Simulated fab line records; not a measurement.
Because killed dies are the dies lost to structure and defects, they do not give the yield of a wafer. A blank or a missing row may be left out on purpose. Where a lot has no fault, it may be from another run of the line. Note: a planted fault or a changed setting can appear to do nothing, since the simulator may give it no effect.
Lot-split experiment + flow gf180mcu + 5 lots, 23 wafers read, on a route of 602 steps

== ON THE SPLIT ==
At GF_LVPWELL_IMPLANT_08, the setting dose-cm2 was moved away from the recipe's 1.5e+13 on 8 of the 23 wafers read, by -11.5% to +12.8%. This setting was run at the recipe's value on the other wafers.

== FROM THE SPLIT TO THE READING: what the file shows between them, 2 steps ==
- GF_LVPWELL_IMPLANT_09
- GF_LVPWELL_STRIP_10: strips in O2/N2

== THE READING ==
LVPWELL_TW, at GF_LVPWELL_TW_MEAS_11. Fault-free wafers of this fab line usually give 560, standard deviation 4.2.

| wafer  | tool, chamber at the split | dose-cm2 as run | against the recipe | LVPWELL_TW | against lot-mates on the recipe |
|--------|----------------------------|-----------------|--------------------|------------|---------------------------------|
| L074.1 | implanter-02, 0            | 1.5e+13         | recipe             | 553        | -                               |
| L074.2 | implanter-02, 0            | 1.692e+13       | +12.8%             | 572        | +18                             |
| L074.3 | implanter-02, 0            | 1.692e+13       | +12.8%             | 575        | +21                             |
| L074.4 | implanter-02, 0            | 1.692e+13       | +12.8%             | 571        | +17                             |
| L074.5 | implanter-02, 0            | 1.5e+13         | recipe             | 555        | -                               |
| L078.1 | implanter-04, 0            | 1.5e+13         | recipe             | 556        | -                               |
| L078.3 | implanter-04, 0            | 1.5e+13         | recipe             | 556        | -                               |
| L078.4 | implanter-04, 0            | 1.623e+13       | +8.2%              | 570        | +14                             |
| L078.5 | implanter-04, 0            | 1.5e+13         | recipe             | 556        | -                               |
| L078.6 | implanter-04, 0            | 1.623e+13       | +8.2%              | 568        | +12                             |
| L082.1 | implanter-04, 0            | 1.5e+13         | recipe             | 567        | -                               |
| L082.3 | implanter-04, 0            | 1.5e+13         | recipe             | 566        | -                               |
| L082.4 | implanter-04, 0            | 1.5e+13         | recipe             | 568        | -                               |
| L082.5 | implanter-04, 0            | 1.5e+13         | recipe             | 567        | -                               |
| L082.6 | implanter-04, 0            | 1.5e+13         | recipe             | 563        | -                               |
| L084.1 | implanter-01, 0            | 1.327e+13       | -11.5%             | 538        | -18                             |
| L084.3 | implanter-01, 0            | 1.5e+13         | recipe             | 554        | -                               |
| L084.4 | implanter-01, 0            | 1.327e+13       | -11.5%             | 537        | -18                             |
| L084.5 | implanter-01, 0            | 1.327e+13       | -11.5%             | 539        | -16                             |
| L084.6 | implanter-01, 0            | 1.5e+13         | recipe             | 557        | -                               |
| L085.3 | implanter-04, 0            | 1.5e+13         | recipe             | 565        | -                               |
| L085.5 | implanter-04, 0            | 1.5e+13         | recipe             | 566        | -                               |
| L085.6 | implanter-04, 0            | 1.5e+13         | recipe             | 563        | -                               |

THE FIT
A straight line over all 23 wafers: LVPWELL_TW changes by +1.38 for each +1% of dose-cm2; r = +0.87; the points scatter about the line by 5.5.
The same after taking each lot's own level away (the mean of its wafers on the recipe; 23 wafers): +1.5 for each +1%; r = +0.99; scatter 1.4.
The reading moves by 19 for the largest change in dose-cm2, on that fit.
Across the lots, their own levels run from 554.0 to 566.2, a range of 2.9 times the standard deviation given above.
Consequently the slope shifts little with the lot-to-lot level, the two slopes agreeing.
Check: for one of the wafers moved furthest among these (+12.8%), held out of the fit, the line's prediction against its lot-mates is +19.4. It came out at +18 against them.

== OTHER SPLITS ON THESE WAFERS ==
Note: prior to the reading, these wafers also went through further splits. Each is held against what the fit with the lots' levels taken away leaves over:
| other split on the same wafers | wafers away from the commonest value | r with LVPWELL_TW (lot level and that fit taken away) |
|--------------------------------|--------------------------------------|-------------------------------------------------------|
| GF_STI_OXIDATION_01 temp-c     | 15                                   | -0.10                                                 |
| GF_STI_COAT_07 resist-thk-nm   | 6                                    | -0.10                                                 |
| GF_STI_ETCH_13 time-s          | 5                                    | -0.07                                                 |
| GF_STI_CVD_23 sih4-flow-sccm   | 9                                    | +0.16                                                 |
| GF_STI_OXIDATION_29 ox-time-s  | 10                                   | +0.02                                                 |
| GF_NWELL_COAT_02 spin-rpm      | 8                                    | -0.13                                                 |
| GF_NWELL_SOFTBAKE_03 temp-c    | 10                                   | +0.22                                                 |

== FILE'S OWN FIT ==
LVPWELL_TW changes by +1.49 for each +1% of dose-cm2, r = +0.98.
